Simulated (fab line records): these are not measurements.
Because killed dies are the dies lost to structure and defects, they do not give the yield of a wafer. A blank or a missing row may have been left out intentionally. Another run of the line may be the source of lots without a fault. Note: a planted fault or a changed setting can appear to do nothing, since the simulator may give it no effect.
Struck lot and sound lot, side by side	flow sfq_line	18 out of 325 route steps
Sound: wafers L949.1, L949.2, L949.3. Wafers struck: L960.2, L960.3, L960.4. At the end, the cause is stated.
For every step that has rows: the tool of each side, followed by ch and its chambers, followed by its first start. Under that, the readings that differ: sound wafers	struck wafers	difference of the means	sigmas: that difference in standard deviations of wafers without a fault.
alike: readings with means less than 2 such deviations apart, plus words and numbers identical on both sides. not compared: withheld readings, readings lacking a value on some wafer, bounds such as >300 that could conceal the same value, and numbers that have no deviation in the record and whose values overlap.
The two part at a step that has a row with sigmas, a row that says differs or no value, or rows on one side only. When numbers do not overlap yet have no deviation, they are printed without sigmas and do not part them. A reading missing from all wafers of one side parts the sides only when that side holds two or more wafers.

first, 2 steps without rows for these wafers: SFQ_TRILAYER_I4_VIA_STRIP_SOLV_CLEAN_108 (cleans in NMP, time 600 s); SFQ_TRILAYER_JJ_TRILAYER_DEP_PRE_CLEAN_113 (time 22.5 s).
SFQ_TRILAYER_JJ_TRILAYER_DEP_SPUTTER_109: material Nb, target thk 150 nm, time 100 s.
  sound on pvd_sputter-06, day 48 18:46; struck on pvd_sputter-06, day 52 20:17
  alike: cathode_dc_power_W, throttle_valve_pct
SFQ_TRILAYER_JJ_TRILAYER_DEP_SPUTTER_110: material Al, target thk 8 nm, time 10 s.
  sound on pvd_sputter-06, day 48 18:50; struck on pvd_sputter-06, day 52 20:22
  alike: cathode_dc_power_W, throttle_valve_pct
then, 1 step without rows for these wafers: SFQ_TRILAYER_JJ_TRILAYER_DEP_AL_OXIDATION_111 (oxidation time 600 s).
SFQ_TRILAYER_JJ_TRILAYER_DEP_SPUTTER_112: material Nb, target thk 170 nm, time 113.3 s.
  sound on pvd_sputter-06, day 48 19:51; struck on pvd_sputter-06, day 52 21:23
  alike: cathode_dc_power_W, throttle_valve_pct
SFQ_JJ_RS_MEAS_929: the measuring method here is four-point-probe.
  sound on film_metro-03, day 48 19:56; struck on film_metro-01, day 52 21:29
  alike: JJ_NB_RS
then, 4 steps without rows for these wafers: SFQ_TRILAYER_JJ_CE_LITHO_COAT_119 (resist thk 62 nm); SFQ_TRILAYER_JJ_CE_LITHO_COAT_114 (resist thk 600 nm); SFQ_TRILAYER_JJ_CE_LITHO_SOFTBAKE_118; SFQ_TRILAYER_JJ_CE_LITHO_EXPOSE_115 (exposes mask J5, target cd 700 nm).
-- the record jumps here: 5 days lie between the struck wafers' starts before and after --
SFQ_TRILAYER_JJ_CE_LITHO_PEB_117: peb time 60 s.
  sound on litho_track-01 ch 0, day 54 01:53; struck on litho_track-04 ch 0, day 58 02:34
then, 1 step without rows for these wafers: SFQ_TRILAYER_JJ_CE_LITHO_DEVELOP_116 (time 60 s).
SFQ_JJ_OVL_MEAS_931:
  sound on overlay-02, day 54 02:11; struck on overlay-02, day 58 02:51
  alike: J5_OVL
SFQ_TRILAYER_JJ_CE_METRO_MEASURE_117:
  sound on cd_sem-01, day 54 02:13; struck on cd_sem-02, day 58 03:05
reading	sound	struck	difference	sigmas
cd_nm (nm)	700.1 701.0 700.7	653.5 653.3 655.0	-46.7	-33
SFQ_TRILAYER_JJ_CE_BARC_OPEN_RIE_150: chemistry O2, target BARC, target depth 240 nm, time 80 s.
  sound on rie_metal-02 ch 0, day 54 03:25; struck on rie_metal-01 ch 0,1, day 58 04:05
reading	sound	struck	difference	sigmas
model.JJ.cd_nm (nm)	700.7 702.2 702.3	653.2 652.5 653.9	-48.5	
  alike: drypump_motor_current_A, oes_product_au
  not compared: rf_hours_counter_h
SFQ_TRILAYER_JJ_CE_ETCH_RIE_118: chemistry SF6, target Nb, stops on Al2O3, time 97.7 s, target depth 170 nm.
  sound on rie_metal-02 ch 0, day 54 03:36; struck on rie_metal-01 ch 0,1, day 58 04:10
reading	sound	struck	difference	sigmas
model.JJ.cd_nm (nm)	702 702.5 702.9	653.7 652.5 654	-49.1	
  alike: drypump_motor_current_A, oes_product_au
  not compared: rf_hours_counter_h
after that, 1 step had no rows for these wafers: SFQ_TRILAYER_JJ_ANODIZE_ANODIZE_119.

== WHERE THEY PART ==
Only at SFQ_TRILAYER_JJ_CE_METRO_MEASURE_117, within this record. Later steps at which nothing parts them and some readings are alike: SFQ_TRILAYER_JJ_CE_BARC_OPEN_RIE_150, SFQ_TRILAYER_JJ_CE_ETCH_RIE_118.

WHY: whatever the simulator had introduced
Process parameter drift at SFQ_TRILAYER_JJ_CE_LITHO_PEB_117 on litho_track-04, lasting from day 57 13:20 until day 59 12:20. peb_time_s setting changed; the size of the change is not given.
